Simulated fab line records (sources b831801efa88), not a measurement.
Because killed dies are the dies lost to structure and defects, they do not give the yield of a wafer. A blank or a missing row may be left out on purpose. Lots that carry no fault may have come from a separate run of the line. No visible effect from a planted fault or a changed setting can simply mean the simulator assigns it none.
Problem report in the 8D (eight disciplines) form, filled by code | flow sky130 | the parts of the form that need people (team, actions taken, sign-off) are left out

1. WHAT WENT WRONG
cd-nm at SKY_METAL2_CD_MEAS_15 reads a mean of 120.0 nm on 4 wafers of 2 lots; wafers without a fault read 139.9 nm with a standard deviation of 1.7. Relative to the usual mean, that is a shift of -12 standard deviations.
The step: target cd 140 nm.
First observed at day 39 17:02: wafer L981.3, on cd-sem-01. The record has a number at this step for 36 wafers belonging to 12 lots. The rule behind "out" and "out of limits": a value lying over 4 standard deviations away from the usual mean. All remaining wafers that have a number are taken as sound.

2. WHAT IT IS AND WHAT IT IS NOT
question                    | is                             | is not
which readings at this step | cd-nm                          | -
which lots                  | L981, L984                     | L966, L968, L969, L971, L972, L974, L975, L987, L988, L989
which wafers of those lots  | L981.3, L981.6, L984.3, L984.6 | L981.2, L984.4
read on which gauges        | cd-sem-01                      | cd-sem-02
when                        | from day 39 17:02              | up to then (22 sound wafers); but 10 sound wafers of L984, L987, L988, L989 came after

3. SUSPECTS, AND WHAT RULES EACH OUT
Counting: a tool at a process step up to the reading stays a suspect if it ran every lot that is out. Sound lots after the first of them don't rule it out here, since some wafers of a struck lot are sound.
- the gauge at SKY_METAL2_CD_MEAS_15: kept. All the wafers that are out were read on cd-sem-01, and no step on other tools shows them out.
- rie-metal-02 at SKY_METAL1_METAL_ETCH_19 (etches the open film in Cl2/BCl3, stops on SiO2, target depth 360 nm, time 78 s): kept. It ran every lot that is out, first L981 (day 37 09:55); its last sound lot up to then is L968 (day 33 09:29).
- pvd-sputter-03 at SKY_METAL2_SPUTTER_03 (material Ti, target thk 5 nm, time 3.3 s): kept. It ran every lot that is out, first L981 (day 38 15:02); its last sound lot up to then is L969 (day 34 18:19).
- krf-scanner-01 at SKY_METAL2_EXPOSE_12 (exposes mask MM2, target cd 140 nm): kept. It ran every lot that is out, first L981 (day 39 04:41); its last sound lot up to then is L975 (day 37 13:59).
Left after counting: rie-metal-02 at SKY_METAL1_METAL_ETCH_19, pvd-sputter-03 at SKY_METAL2_SPUTTER_03, krf-scanner-01 at SKY_METAL2_EXPOSE_12, cd-sem-01 at SKY_METAL2_CD_MEAS_15.

4. THE CAUSE (what the simulator had put in)
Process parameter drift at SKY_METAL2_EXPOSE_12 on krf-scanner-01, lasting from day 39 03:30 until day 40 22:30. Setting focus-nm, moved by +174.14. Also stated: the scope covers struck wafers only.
4 suspects survive the count, and this tool is in that group.

5. SEQUENCE OF EFFECTS, ordered by route
Rows list readings where the struck wafers' mean (over those with a number) sits beyond 3 standard deviations from the usual. Scope: only readings with a usual standard deviation given in the record; hours: median across lots of the time from each lot's start at the first step in this table that gives one to its start at this step; sigmas: change in usual standard deviations.
hours | step                  | reading              | usual    | on struck wafers | change | sigmas
0     | SKY_METAL2_CD_MEAS_15 | cd-nm                | 139.9 nm | 120.0            | -19.9  | -12
229   | SKY_PAD_OPEN_PROBE_99 | defect-limited-yield | 82.9 %   | 68.3             | -14.6  | -8.6
229   | SKY_PAD_OPEN_PROBE_99 | killed_at_M0_to_M3   | 42       | 110              | +68    | +11
229   | SKY_PAD_OPEN_PROBE_99 | killed-dies          | 84       | 156              | +72    | +8.4
229   | SKY_PAD_OPEN_PROBE_99 | sort_bin_5_function  | 10.1 %   | 25.2             | +15.1  | +11
229   | SKY_PAD_OPEN_PROBE_99 | sort-n-pass          | 408      | 336              | -72    | -8.4
229   | SKY_PAD_OPEN_PROBE_99 | sort-yield-pct       | 82.9 %   | 68.3             | -14.6  | -8.6
It contains these process steps:
- SKY_PAD_OPEN_PROBE_99

6. WHAT WOULD HAVE CAUGHT IT SOONER
Counted from the fault's start at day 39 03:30, it took 14 hours until the first out-of-limits reading at a measuring or inspecting step in this record, taken at day 39 17:02.
Of the lots that are out (2), L984 began SKY_METAL2_EXPOSE_12 on krf-scanner-01 after day 39 17:02. A hold on the tool at that time would have spared it.
